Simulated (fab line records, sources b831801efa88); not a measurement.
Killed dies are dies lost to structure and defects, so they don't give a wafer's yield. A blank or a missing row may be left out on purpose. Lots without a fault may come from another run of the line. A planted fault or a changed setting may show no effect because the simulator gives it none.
Problem report in the 8D (eight disciplines) form, filled by code | flow sky130 | the parts of the form that need people (team, actions taken, sign-off) are left out

1. THE PROBLEM
VT_ADJUST_LVTN_2_TW at SKY_VT_ADJUST_LVTN_TW_MEAS_21 reads a mean of 30.1 on 9 wafers of 3 lots; wafers without a fault read 188.4 with a standard deviation of 0.98. That is -99 or more standard deviations from the usual mean.
First seen on wafer L809.1, day 9 02:02, on film_metro-01. The record holds 45 wafers of 15 lots with a number at this step. Rule for "out", or "out of limits": more than 4 standard deviations from the usual mean. The other wafers with a number count as sound.

2. WHAT IT IS AND WHAT IT IS NOT
question                    | is                           | is not
which readings at this step | VT_ADJUST_LVTN_2_TW          | -
which lots                  | L809, L810, L811             | L804, L805, L807, L812, L813, L816, L817, L818, L821, L822, L824, L826
which wafers of those lots  | all that have a number       | -
read on which gauges        | film_metro-01, film_metro-04 | film_metro-02
when                        | from day 9 02:02             | up to then (9 sound wafers); but 27 sound wafers of L812, L813, L816, L817, L818, L821, L822, L824, L826 came after

3. SUSPECTS, AND WHAT RULES EACH OUT
Counting: a tool at a process step up to the reading stays a suspect if it ran every lot that is out and no sound lot after the first of them.
- the gauge at SKY_VT_ADJUST_LVTN_TW_MEAS_21: ruled out. The wafers that are out were read on 2 gauges (film_metro-01, film_metro-04).
- implanter-02 at SKY_VT_ADJUST_LVTN_IMPLANT_19: ruled out as a lasting fault. Sound lots L816, L818, L821, L824 ran on it after its first lot that is out, L809 (day 9 01:47).
Left after counting: nothing in the record.

4. THE CAUSE (what the simulator had put in)
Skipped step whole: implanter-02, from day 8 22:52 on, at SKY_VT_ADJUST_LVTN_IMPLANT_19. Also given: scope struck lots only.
Counting ruled it out, wrongly: the rule takes a fault to strike every lot that its tool runs from its start on, and this one did not.

5. THE CHAIN OF EFFECTS, in route order
Each row: a reading whose mean over the struck wafers that have a number lies more than 3 standard deviations from the usual. Only readings for which the record gives a usual standard deviation are gone through. hours: the time from each lot's start at the first step in this table that gives one to its start at this step, as a median over the lots. sigmas: the change in usual standard deviations.
hours | step                          | reading             | usual | on struck wafers | change | sigmas
0     | SKY_VT_ADJUST_LVTN_TW_MEAS_21 | VT_ADJUST_LVTN_2_TW | 188.4 | 30.1             | -158.3 | -99 or more
Readings that are blank on the struck wafers while sound wafers have them: beam_energy_keV at SKY_VT_ADJUST_LVTN_IMPLANT_19; beam_on_s at SKY_VT_ADJUST_LVTN_IMPLANT_19; end_station_pressure_torr at SKY_VT_ADJUST_LVTN_IMPLANT_19.

6. WHAT WOULD HAVE CAUGHT IT SOONER
In this record the first reading out of limits at a measuring or inspecting step was taken at day 9 02:02, 3 hours after the fault began at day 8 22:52.
At SKY_VT_ADJUST_LVTN_IMPLANT_19 the tool's readings are blank on the struck wafers, where sound wafers have them: an empty tool record is the first sign, and it was there at once.
